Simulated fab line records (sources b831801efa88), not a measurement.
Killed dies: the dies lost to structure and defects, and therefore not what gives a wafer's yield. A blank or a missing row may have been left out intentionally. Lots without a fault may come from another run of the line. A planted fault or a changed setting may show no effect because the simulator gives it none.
A struck lot beside a sound one || flow sky130 || 16 out of 708 route steps
Sound: the wafers L210.2, L210.3, L210.4. Struck: wafer L219.1. (L219.3, L219.6 of the same lot were not struck and are left out.) The cause comes at the end.
At each step with rows: each side's tool, then ch and its chambers, then its first start. Under that, the readings that differ: sound wafers || struck wafers || difference of the means || sigmas: that difference in standard deviations of wafers without a fault.
alike: readings with means less than 2 such deviations apart, plus words and numbers identical on both sides. not compared: withheld readings, readings lacking a value on some wafer, bounds such as >300 that could conceal the same value, and numbers that have no deviation in the record and whose values overlap.
A row with sigmas, a row that says differs or no value, or rows on one side alone: a step with any of these is where the two part. Numbers that don't overlap but have no deviation are shown without sigmas and don't part them. Lack of a reading on every wafer of one side parts them only where that side has two or more wafers.

SKY_CAPM_THK_MEAS_01:
  struck on filmMetro-04, day 41 18:23; sound on filmMetro-04, day 39 06:35
  alike: CAPM_CVD_00_THK
SKY_CAPM_SPUTTER_02: material TiN, target thk 200 nm, time 166.7 s.
  struck on pvdSputter-03, day 41 18:27; sound on pvdSputter-01, day 39 06:38
  alike: throttleValvePct
SKY_CAPM_RS_MEAS_03: measurement is done with a four-point probe.
  struck on filmMetro-02, day 41 18:34; sound on filmMetro-02, day 39 06:46
  alike: CAPM_TIN_RS
SKY_CAPM_THK_MEAS_04: measures by xrf.
  struck on filmMetro-02, day 41 18:41; sound on filmMetro-02, day 39 06:53
  alike: CAPM_TIN_THK
then, 7 steps without rows for these wafers: SKY_CAPM_DEHYDRATE_05 (time 60 s); SKY_CAPM_HMDS_06 (prime time 60 s); SKY_CAPM_COAT_07 (resist thk 1140 nm); SKY_CAPM_SOFTBAKE_08 (time 60 s); SKY_CAPM_EXPOSE_09 (exposes mask CAPM, target cd 1000 nm); SKY_CAPM_PEB_10; SKY_CAPM_DEVELOP_11 (develop time 60 s).
SKY_CAPM_OVL_MEAS_12:
  struck on overlay-01, day 42 18:19; sound on overlay-01, day 40 07:02
  alike: CAPM_OVL
SKY_CAPM_METAL_ETCH_13: etches TiN in Cl2/BCl3, stops on SiO2, target depth 220 nm, time 62.9 s.
  sound on rieMetal-03 ch 0,1, day 40 07:04; struck on rieMetal-04 ch 0, day 42 18:21
{"reading": "rfFwdPowerW (W)", "sound": "891 895 895", "struck": 751, "difference": -143, "sigmas": -43}
{"reading": "model.NOVOLAK_of_CAPM_COAT_07.thkNm (nm)", "sound": "996.9 993.4 992.3", "struck": 1008, "difference": "+14", "sigmas": ""}
{"reading": "model.etch.depthNm (nm)", "sound": "198.4 198.7 197.5", "struck": 193.2, "difference": -5.0, "sigmas": ""}
{"reading": "model.CAPM.featureDepthNm (nm)", "sound": "198.4 198.7 197.5", "struck": 193.2, "difference": -5.0, "sigmas": ""}
  alike: biasW, drypumpMotorCurrentA, oesProductAu, throttleValvePct
  not compared: rfHoursCounterH
SKY_CAPM_STRIP_14: strips in O2/N2.
  sound on plasmaAsher-04 ch 0,1, day 40 07:09; struck on plasmaAsher-04 ch 0, day 42 18:26
{"reading": "stripTimeToEndpointS (s)", "sound": "12.69 12.65 12.65", "struck": 12.83, "difference": "+0.17", "sigmas": "+3"}
  alike: drypumpMotorCurrentA, oesProductAu
  not compared: rfHoursCounterH
then, 1 step without rows for these wafers: SKY_CAPM_STRIP_15 (strips in post etch residue remover, time 1200 s).
-- the record jumps here: 7 days lie between the struck wafers' starts before and after (it left off in module CAPM and takes up again in module PAD_OPEN, whose first step shown is number 708 of the route) --
SKY_PAD_OPEN_PROBE_99:
  struck on prober-02, day 50 01:03; sound on prober-01, day 48 00:38
{"reading": "hold", "sound": "- - -", "struck": "awaitDispo/2.7h/release", "difference": "no value on the sound wafers", "sigmas": ""}
{"reading": "defectLimitedYield (%)", "sound": "82.1 79.7 82.7", "struck": 42.3, "difference": -39.2, "sigmas": -20}
{"reading": "killed_at_M0_to_M3", "sound": "43 50 43", "struck": 32, "difference": -13, "sigmas": -2}
{"reading": "killedAtOther", "sound": "0 0 0", "struck": 209, "difference": "+209", "sigmas": "+99 or more"}
{"reading": "killedDies", "sound": "88 100 85", "struck": 284, "difference": "+193", "sigmas": "+20"}
  alike: killed_at_M4_up, killedAtContacts, killedAtFrontEnd, killedOpen, killedShort

== WHERE THEY PART ==
First at SKY_CAPM_METAL_ETCH_13; last, within this record, at SKY_PAD_OPEN_PROBE_99.

WHY: the cause the simulator had injected
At SKY_CAPM_METAL_ETCH_13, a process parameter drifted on rieMetal-04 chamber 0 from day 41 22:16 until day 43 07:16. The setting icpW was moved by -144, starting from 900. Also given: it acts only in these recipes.
